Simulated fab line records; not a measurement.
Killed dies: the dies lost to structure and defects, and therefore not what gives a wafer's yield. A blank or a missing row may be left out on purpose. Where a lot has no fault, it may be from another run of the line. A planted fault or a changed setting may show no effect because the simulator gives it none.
Code-filled problem report in 8D (eight disciplines) form | flow gf180mcu | the parts of the form that need people (team, actions taken, sign-off) are left out

## 1. WHAT IS WRONG
Mean of heater_power_total_W at GF_V5_SOFTBAKE_10: 96.75 W across 6 wafers in 2 lots; on wafers with no fault it is 93.05 W (standard deviation 0.056). That is +66 standard deviations from the usual mean.
The step: time 60 s.
The first sign was on wafer L141.2 at day 32 05:00, on litho_track-02. The record has a number at this step for 39 wafers belonging to 13 lots. Rule for "out", or "out of limits": more than 4 standard deviations from the usual mean. Any other wafer with a number is counted as sound.

## 2. WHAT IT IS, WHAT IT ISN'T
question                    | is                                 | is not
which readings at this step | heater_power_total_W, run_length_s | -
which lots                  | L140, L141                         | L121, L122, L123, L124, L126, L128, L129, L134, L142, L143, L144
which wafers of those lots  | all that have a number             | -
read on which tools         | litho_track-02                     | litho_track-01, litho_track-03
when                        | from day 32 05:00                  | up to then (24 sound wafers); but 9 sound wafers of L142, L143, L144 came after

## 3. SUSPECTS, AND WHAT RULES EACH OUT
Counting: a tool at any process step up to the reading remains a suspect when it ran all the lots that are out and ran no sound lot after the first of those.
- pvd_sputter-01 at GF_MIM_SPUTTER_01 (material TiN, target thk 30 nm, time 25 s): ruled out as a lasting fault. The sound lots L142 went through it after L141, its earliest lot that is out (day 30 08:23).
- litho_track-02 at GF_V5_SOFTBAKE_10 (time 60 s): kept. It ran every lot that is out, first L141 (day 32 05:00), and no sound lot after that; its last sound lot up to then is L128 (day 29 06:00). Out on those wafers are its own readings of heater_power_total_W, run_length_s.
After counting, what remains is litho_track-02 at GF_V5_SOFTBAKE_10.

## 4. THE CAUSE (what the simulator had put in)
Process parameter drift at GF_V5_SOFTBAKE_10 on litho_track-02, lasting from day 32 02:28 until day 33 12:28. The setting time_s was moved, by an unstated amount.
The count eliminated every tool but this one.

## 5. SEQUENCE OF EFFECTS, ordered by route
Each row: a reading where the mean over the struck wafers with a number is more than 3 standard deviations away from the usual. Scope: only readings with a usual standard deviation given in the record; hours: median across lots of the time from each lot's start at the first step in this table that gives one to its start at this step; sigmas: change in usual standard deviations.
hours | step              | reading              | usual   | on struck wafers | change | sigmas
0     | GF_V5_SOFTBAKE_10 | heater_power_total_W | 93.05 W | 96.75            | +3.70  | +66
0     | GF_V5_SOFTBAKE_10 | run_length_s         | 89.06 s | 82.52            | -6.55  | -55
Process steps it contains:
- GF_V5_SOFTBAKE_10: time 60 s.
Readings that are blank on the struck wafers while sound wafers have them: plate_temp_C at GF_V5_SOFTBAKE_10.
Later measuring or inspecting steps at which every struck wafer that the step has a row for has a number for every such reading, and none has moved that far: GF_V5_CD_MEAS_14.

## 6. WHAT WOULD HAVE CAUGHT IT SOONER
In this record the first reading out of limits was taken at day 32 05:00, 3 hours after the fault began at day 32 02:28.
